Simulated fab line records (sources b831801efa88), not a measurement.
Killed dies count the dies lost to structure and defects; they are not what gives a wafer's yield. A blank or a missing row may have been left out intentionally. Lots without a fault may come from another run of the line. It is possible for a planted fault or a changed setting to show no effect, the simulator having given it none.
Code-filled problem report in 8D (eight disciplines) form + flow gf180mcu + the parts of the form that need people (team, actions taken, sign-off) are left out

1. THE PROBLEM
rotation_deg at GF_HV_LDD_IMPLANT_35 reads a mean of 258.00 degrees on 6 wafers of 2 lots; wafers without a fault read 180.00 degrees with a standard deviation of 0.052. So: +99 or more standard deviations from the usual mean.
First seen on wafer L883.2, day 16 16:47, on implanter-03. At this step, 42 wafers from 14 lots have a number in the record. By rule, "out" or "out of limits" means more than 4 standard deviations away from the usual mean. All remaining wafers that have a number are taken as sound.

2. WHAT IT IS AND WHAT IT IS NOT
| question                    | is                     | is not                                                                                       |
|-----------------------------|------------------------|----------------------------------------------------------------------------------------------|
| which readings at this step | rotation_deg           | dose_ions_cm2                                                                                |
| which lots                  | L883, L884             | L869, L871, L872, L873, L875, L876, L880, L886, L887, L888, L889, L890                       |
| which wafers of those lots  | all that have a number | -                                                                                            |
| read on which tools         | implanter-03           | implanter-02, implanter-04                                                                   |
| when                        | from day 16 16:47      | up to then (21 sound wafers); but 15 sound wafers of L886, L887, L888, L889, L890 came after |

3. SUSPECTS, AND WHAT RULES EACH OUT
Counting: a tool at a process step up to the reading stays a suspect if it ran every lot that is out and no sound lot after the first of them.
- implanter-03 at GF_HV_LDD_IMPLANT_35: kept. Every lot that is out went through it, starting with L883 (day 16 16:47), and after that it ran no sound lot; the last sound lot it ran before then is L880 (day 15 15:49). Its own readings are out on those wafers: rotation_deg.
Left after counting: implanter-03 at GF_HV_LDD_IMPLANT_35.

4. THE CAUSE (what the simulator had put in)
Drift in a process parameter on implanter-03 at GF_HV_LDD_IMPLANT_35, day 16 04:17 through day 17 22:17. Setting rotation_deg shifted by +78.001 from 180. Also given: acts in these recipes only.
This tool alone remained once counting was done.

5. SEQUENCE OF EFFECTS, ordered by route
One row per reading whose mean, taken over the struck wafers that have a number, lies over 3 standard deviations from the usual. Only readings for which the record gives a usual standard deviation are gone through. hours: the time from each lot's start at the first step in this table that gives one to its start at this step, as a median over the lots. sigmas: the change in usual standard deviations.
| hours | step                 | reading      | usual          | on struck wafers | change | sigmas      |
|-------|----------------------|--------------|----------------|------------------|--------|-------------|
| 0     | GF_HV_LDD_IMPLANT_35 | rotation_deg | 180.00 degrees | 258.00           | +78.00 | +99 or more |
The process steps in it:
- GF_HV_LDD_IMPLANT_35
At these later measuring or inspecting steps, every struck wafer for which the step has a row has a number for every such reading, and none has moved that far: GF_PSD_OVL_MEAS_08, GF_PSD_TW_MEAS_11, GF_SAB_THK_MEAS_01.

6. HOW IT WOULD HAVE BEEN CAUGHT EARLIER
In this record no reading fell out of limits until day 16 16:47, 12 hours after the fault had begun at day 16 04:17.
